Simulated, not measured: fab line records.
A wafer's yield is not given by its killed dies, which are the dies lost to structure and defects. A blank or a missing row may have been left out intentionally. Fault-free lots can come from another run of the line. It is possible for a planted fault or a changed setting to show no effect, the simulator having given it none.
A lot that was struck, set against a sound lot	flow sky130	16 out of 708 route steps
Sound: wafers L682.2, L682.3, L682.6. Wafers L687.3, L687.4, L687.5 were the ones struck. The cause is named last.
Order at every step that has rows: each side's tool, ch and its chambers, its first start. Under that, the readings that differ: sound wafers	struck wafers	difference of the means	sigmas: that difference in standard deviations of wafers without a fault.
alike: a reading whose means differ by less than 2 such deviations, as well as words and numbers matching on both sides. not compared: withheld readings; readings where some wafer has no value; bounds like >300 that might hide an equal value; numbers whose values overlap and for which the record gives no deviation.
A row with sigmas, a row that says differs or no value, or rows on one side alone: a step with any of these is where the two part. Non-overlapping numbers with no deviation appear without sigmas and do not part them. A reading that every wafer of one side lacks parts them only if that side has two wafers or more.

first, 3 steps without rows for these wafers: SKY_LI_CONTACT_EXPOSE_09 (exposes mask LICM1, target cd 170 nm); SKY_LI_CONTACT_PEB_10; SKY_LI_CONTACT_DEVELOP_11 (develop time 60 s).
SKY_LI_CONTACT_CD_MEAS_12: target cd 170 nm.
  sound on cdSem-02, day 34 20:21; struck on cdSem-01, day 36 03:09
  alike: cdNm
SKY_LI_CONTACT_OVL_MEAS_13:
  sound on overlay-02, day 34 20:28; struck on overlay-02, day 36 03:14
  alike: LI_CONTACT_OVL
SKY_LI_CONTACT_ETCH_14: etches BARC in N2/H2, stops on SiO2, time 45.9 s, target depth 60 nm.
  sound on rieDiel-02 ch 0,1,3, day 34 20:29; struck on rieDiel-02 ch 0,1,2, day 36 03:16
  alike: drypumpMotorCurrentA, oesProductAu, throttleValvePct
  not compared: rfHoursCounterH
SKY_LI_CONTACT_ETCH_15: etches PSG in C4F8/O2/Ar, stops on Si, target depth 600 nm.
  sound on rieDiel-02 ch 0,1,3, day 34 20:32; struck on rieDiel-02 ch 0,1,2, day 36 03:18
  alike: oesProductAu
SKY_LI_CONTACT_STRIP_16: strips in O2/N2.
  sound on plasmaAsher-04 ch 0,1, day 34 20:37; struck on plasmaAsher-03 ch 0,1, day 36 03:25
  alike: drypumpMotorCurrentA, oesProductAu, stripTimeToEndpointS
  not compared: rfHoursCounterH
then, 2 steps without rows for these wafers: SKY_LI_CONTACT_CLEAN_17 (cleans in NMP, time 600 s); SKY_LI_CONTACT_PRE_CLEAN_18 (time 5.6 s).
SKY_LI_CONTACT_SPUTTER_19: material Ti, target thk 20 nm, time 106.37 s.
  sound on pvdSputter-01, day 34 20:55; struck on pvdSputter-04, day 36 03:42
  alike: throttleValvePct
SKY_LI_CONTACT_SPUTTER_20: material TiN, target thk 20 nm, time 80 s.
  sound on pvdSputter-01, day 34 20:59; struck on pvdSputter-04, day 36 03:47
  alike: throttleValvePct
SKY_LI_CONTACT_CVD_21: deposits W, target thk 400 nm, time 120.56 s.
  sound on cvdW-01 ch 0, day 34 21:05; struck on cvdW-01 ch 0,1, day 36 03:53
reading	sound	struck	difference	sigmas
susceptorTempC (C)	399.86 399.98 399.74	397.80 397.96 398.07	-1.92	-8
model.W_of_LI_CONTACT_CVD_21.thkNm (nm)	396.6 396.2 396.9	387 387.7 382	-11	
  alike: heaterPowerW
SKY_LI_CONTACT_RS_MEAS_22: a four-point-probe measurement.
  sound on filmMetro-03, day 34 21:19; struck on filmMetro-01, day 36 04:00
reading	sound	struck	difference	sigmas
LI_CONTACT_W_RS (ohm/sq)	0.287 0.287 0.286	0.294 0.294 0.299	+0.009	+3
SKY_LI_CONTACT_THK_MEAS_23: measures by xrf.
  sound on filmMetro-03, day 34 21:26; struck on filmMetro-01, day 36 04:06
reading	sound	struck	difference	sigmas
LI_CONTACT_W_THK (nm)	418 418 418	391 395 390	-26	-3
-- a jump in the record: the struck wafers' starts before and after are 15 days apart (it breaks off in module LI_CONTACT and resumes in module PAD_OPEN, where the first step shown is number 708 of the route) --
SKY_PAD_OPEN_PROBE_99:
  sound on prober-01, day 49 22:24; struck on prober-02, day 50 19:43
  alike: killed_at_M0_to_M3, killed_at_M4_up, killedAtContacts, killedAtFrontEnd, killedAtOther, killedDies, killedOnRim, killedOpen, killedShort

== WHERE THEY PART ==
Last at SKY_LI_CONTACT_THK_MEAS_23 as far as this record goes, first at SKY_LI_CONTACT_CVD_21. Later steps at which nothing parts them and some readings are alike: SKY_PAD_OPEN_PROBE_99.

WHY: whatever the simulator had introduced
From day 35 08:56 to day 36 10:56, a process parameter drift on cvdW-01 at SKY_LI_CONTACT_CVD_21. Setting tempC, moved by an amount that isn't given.
